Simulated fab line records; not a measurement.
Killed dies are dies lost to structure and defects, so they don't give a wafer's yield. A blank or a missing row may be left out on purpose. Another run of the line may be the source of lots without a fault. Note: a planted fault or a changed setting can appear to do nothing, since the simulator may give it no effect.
A struck lot beside a sound one	flow gf180mcu	43 steps out of a route of 602
Sound: the wafers L665.2, L665.3, L665.4. Wafers struck: L685.1, L685.4, L685.5. At the end, the cause is stated.
At each step with rows: each side's tool, then ch and its chambers, then its first start. Under that, the readings that differ: sound wafers	struck wafers	difference of the means	sigmas: that difference in standard deviations of wafers without a fault.
alike: a reading whose means differ by less than 2 such deviations, as well as words and numbers matching on both sides. not compared: withheld readings; readings where some wafer has no value; bounds like >300 that might hide an equal value; numbers whose values overlap and for which the record gives no deviation.
Wherever a step has rows on one side only, a row that says differs or no value, or a row with sigmas, the two part there. Numbers that don't overlap but have no deviation are shown without sigmas and don't part them. Lack of a reading on every wafer of one side parts them only where that side has two or more wafers.

first, 1 step without rows for these wafers: GF_POLY_GATE_OXIDATION_16 (stabilise 600 s, purge 300 s, target thk 4 nm).
GF_POLY_GATE_THK_MEAS_17:
  sound on film-metro-03 at day 9 20:01; struck on film-metro-03 at day 15 08:42
  alike: POLY_GATE_OXIDATION_THK
GF_POLY_GATE_CD_MEAS_18:
  sound on cd-sem-01 at day 9 20:05; struck on cd-sem-01 at day 15 08:46
reading	sound	struck	difference	sigmas
cd-nm (nm)	282.9 283.3 283.9	281.1 279.3 280.0	-3.2	-2
then, 7 steps without rows for these wafers: GF_HV_LDD_DEHYDRATE_00 (time 60 s); GF_HV_LDD_HMDS_01 (prime time 60 s); GF_HV_LDD_COAT_02 (resist thk 1000 nm); GF_HV_LDD_SOFTBAKE_03 (time 60 s); GF_HV_LDD_EXPOSE_04 (exposes mask Nplus LV AREA, target cd 400 nm); GF_HV_LDD_PEB_05; GF_HV_LDD_DEVELOP_06 (develop time 60 s).
GF_HV_LDD_CD_MEAS_07: the cd target is 400 nm.
  sound on cd-sem-01 at day 10 12:58; struck on cd-sem-01 at day 16 07:09
  alike: cd-nm
GF_HV_LDD_OVL_MEAS_08:
  sound on overlay-02 at day 10 13:05; struck on overlay-02 at day 16 07:16
  alike: HV_LDD_OVL
GF_HV_LDD_IMPLANT_09:
  struck on implanter-04, day 16 07:18; sound on implanter-02 ch 0, day 10 13:08
  no value came back on the struck wafers for beam-energy-keV, beam-on-s (s); on the sound wafers beam-energy-keV reads 39.982 40.003 39.985
GF_HV_LDD_STRIP_10: strips in O2/N2.
  sound on plasma-asher-02 ch 0,1, day 10 13:16; struck on plasma-asher-01 ch 0,1, day 16 07:27
reading	sound	struck	difference	sigmas
strip-time-to-endpoint-s (s)	12.68 12.66 12.67	12.62 12.59 12.59	-0.07	-2
  alike: chamber-pressure-mTorr, drypump-motor-current-A, heater-power-w, oes-product-au
  not compared: rf-hours-counter-h
GF_HV_LDD_TW_MEAS_11:
  sound on film-metro-04 at day 10 13:22; struck on film-metro-04 at day 16 07:33
reading	sound	struck	difference	sigmas
HV_LDD_TW	2412 2377 2382	30 30 30	-2360	-99 or more
then, 7 steps without rows for these wafers: GF_HV_LDD_DEHYDRATE_12 (time 60 s); GF_HV_LDD_HMDS_13 (prime time 60 s); GF_HV_LDD_COAT_14 (resist thk 1000 nm); GF_HV_LDD_SOFTBAKE_15 (time 60 s); GF_HV_LDD_EXPOSE_16 (exposes mask Pplus LV AREA, target cd 400 nm); GF_HV_LDD_PEB_17; GF_HV_LDD_DEVELOP_18 (develop time 60 s).
GF_HV_LDD_CD_MEAS_19: the cd target is 400 nm.
  sound on cd-sem-01 at day 11 07:03; struck on cd-sem-01 at day 17 06:09
  alike: cd-nm
GF_HV_LDD_OVL_MEAS_20:
  sound on overlay-02 at day 11 07:10; struck on overlay-01 at day 17 06:16
  alike: HV_LDD_01_OVL
then, 1 step without rows for these wafers: GF_HV_LDD_IMPLANT_21.
GF_HV_LDD_STRIP_22: strips in O2/N2.
  sound on plasma-asher-01 ch 0,1, day 11 07:20; struck on plasma-asher-03 ch 0,1, day 17 06:27
  alike: chamber-pressure-mTorr, drypump-motor-current-A, heater-power-w, oes-product-au, strip-time-to-endpoint-s
  not compared: rf-hours-counter-h
GF_HV_LDD_TW_MEAS_23:
  sound on film-metro-02 at day 11 07:27; struck on film-metro-04 at day 17 06:33
  alike: HV_LDD_2_TW
then, 7 steps without rows for these wafers: GF_HV_LDD_DEHYDRATE_24 (time 60 s); GF_HV_LDD_HMDS_25 (prime time 60 s); GF_HV_LDD_COAT_26 (resist thk 1000 nm); GF_HV_LDD_SOFTBAKE_27 (time 60 s); GF_HV_LDD_EXPOSE_28 (exposes mask Nplus HV AREA, target cd 400 nm); GF_HV_LDD_PEB_29; GF_HV_LDD_DEVELOP_30 (develop time 60 s).
GF_HV_LDD_CD_MEAS_31: the cd target is 400 nm.
  sound on cd-sem-01 at day 12 01:54; struck on cd-sem-02 at day 18 07:20
reading	sound	struck	difference	sigmas
cd-nm (nm)	405.1 404.4 403.6	396.7 397.4 397.9	-7.0	-3
GF_HV_LDD_OVL_MEAS_32:
  sound on overlay-01 at day 12 02:01; struck on overlay-02 at day 18 07:28
  alike: HV_LDD_02_OVL
then, 4 steps without rows for these wafers: GF_HV_LDD_IMPLANT_33; GF_HV_LDD_IMPLANT_34; GF_HV_LDD_IMPLANT_35; GF_HV_LDD_IMPLANT_36.
GF_HV_LDD_STRIP_37: strips in O2/N2.
  sound on plasma-asher-01 ch 0,1, day 12 02:38; struck on plasma-asher-03 ch 0,1, day 18 08:06
reading	sound	struck	difference	sigmas
strip-time-to-endpoint-s (s)	12.67 12.66 12.70	12.62 12.63 12.58	-0.07	-2
  alike: chamber-pressure-mTorr, drypump-motor-current-A, heater-power-w, oes-product-au
  not compared: rf-hours-counter-h
GF_HV_LDD_TW_MEAS_38:
  sound on film-metro-02 at day 12 02:45; struck on film-metro-04 at day 18 08:12
  alike: HV_LDD_3_TW
GF_HV_LDD_RS_MEAS_53: measures by four-point-probe.
  sound on film-metro-01 at day 12 22:32; struck on film-metro-01 at day 19 07:53
reading	sound	struck	difference	sigmas
HV_LDD_RS (ohm/sq)	419.8 419.6 419.9	882.3 882.6 881.0	+462.2	+99 or more

## WHERE THEY PART
At GF_POLY_GATE_CD_MEAS_18 first; at GF_HV_LDD_RS_MEAS_53 last (within this record only).

WHY: what the simulator had put in
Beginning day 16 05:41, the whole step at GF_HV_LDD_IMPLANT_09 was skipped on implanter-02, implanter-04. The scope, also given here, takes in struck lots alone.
